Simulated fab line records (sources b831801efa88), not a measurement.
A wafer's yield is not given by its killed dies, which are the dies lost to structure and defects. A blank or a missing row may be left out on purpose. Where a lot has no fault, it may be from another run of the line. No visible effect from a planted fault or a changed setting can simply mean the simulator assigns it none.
A single fault, viewed from 2 desks ; flow sky130 ; only its own numbers are on each desk; what lay behind them is given at the end

METROLOGY DESK
What the gauges read for every lot (on any tool): the sampled wafers with a number, averaged. If a lot's mean is further than 4 standard deviations from the usual mean, the lot is out of limits and carries the mark OUT (the distance appears in the brackets).
Columns: A = METAL2_ALCU_THK at SKY_METAL2_THK_MEAS_06, usual 247 nm; B = VIA2_BOW at SKY_VIA2_BOW_MEAS_03, usual 85 um
lot;first seen here;A;B
L955;day 35 07:53;243;79
L954;day 35 09:02;249;83
L956;day 35 09:44;243;84
L960;day 36 11:08;265 (+5.7) OUT;86
L961;day 36 16:25;262 (+4.8) OUT;88
L964;day 37 05:43;247;85
L963;day 37 06:50;263 (+5.2) OUT;80
L965;day 37 20:53;249;88
L967;day 38 04:23;249;90
L972;day 40 01:07;250;94
L974;day 40 10:56;251;79
L975;day 40 13:31;244;87
This desk's result: L960, L961, L963 out of limits, first on L960 (METAL2_ALCU_THK at SKY_METAL2_THK_MEAS_06), day 36 11:08. L955, L954, L956, L964, L965, L967, L972, L974, L975: within limits.

AT THE TOOL OWNER'S DESK: pvd-sputter-02
The tool's own readings at SKY_METAL2_SPUTTER_04 (material TiN, target thk 70 nm, time 58.3 s): means of the sampled wafers that have a number, for each lot that ran on this tool. If a lot's mean is further than 4 standard deviations from the usual mean, the lot is out of limits and carries the mark OUT (the distance appears in the brackets).
Columns: A = cathode-dc-power-W at SKY_METAL2_SPUTTER_04, usual 6499.9 W; B = throttle-valve-pct at SKY_METAL2_SPUTTER_04, usual 30.1 %
lot;first seen here;A;B
L954;day 35 08:51;6499.2;30.0
L956;day 35 09:34;6499.8;29.9
L960;day 36 10:58;6498.9;30.1
L961;day 36 16:15;6499.7;29.9
L963;day 37 06:40;6501.2;29.9
This desk's finding: nothing out of limits on any of the 5 lots.

ALL TOGETHER
On L960, L961, L963, the metrology desk was in a position to raise an alarm at day 36 11:08.
The desk of the tool owner found nothing out of limits.
The tool owner's desk has L960, L961, L963 on record, within its limits.
The lots listed all ran SKY_METAL2_SPUTTER_04 on pvd-sputter-02.

WHAT HAD BEEN PUT IN BY THE SIMULATOR
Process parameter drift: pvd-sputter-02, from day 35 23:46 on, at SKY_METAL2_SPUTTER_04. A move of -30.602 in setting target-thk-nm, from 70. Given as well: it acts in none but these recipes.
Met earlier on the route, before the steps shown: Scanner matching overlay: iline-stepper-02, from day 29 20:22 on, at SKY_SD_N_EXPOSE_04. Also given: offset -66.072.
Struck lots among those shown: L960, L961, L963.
Delay in hours, fault start to first out-of-limits reading, per desk: metrology desk 11.
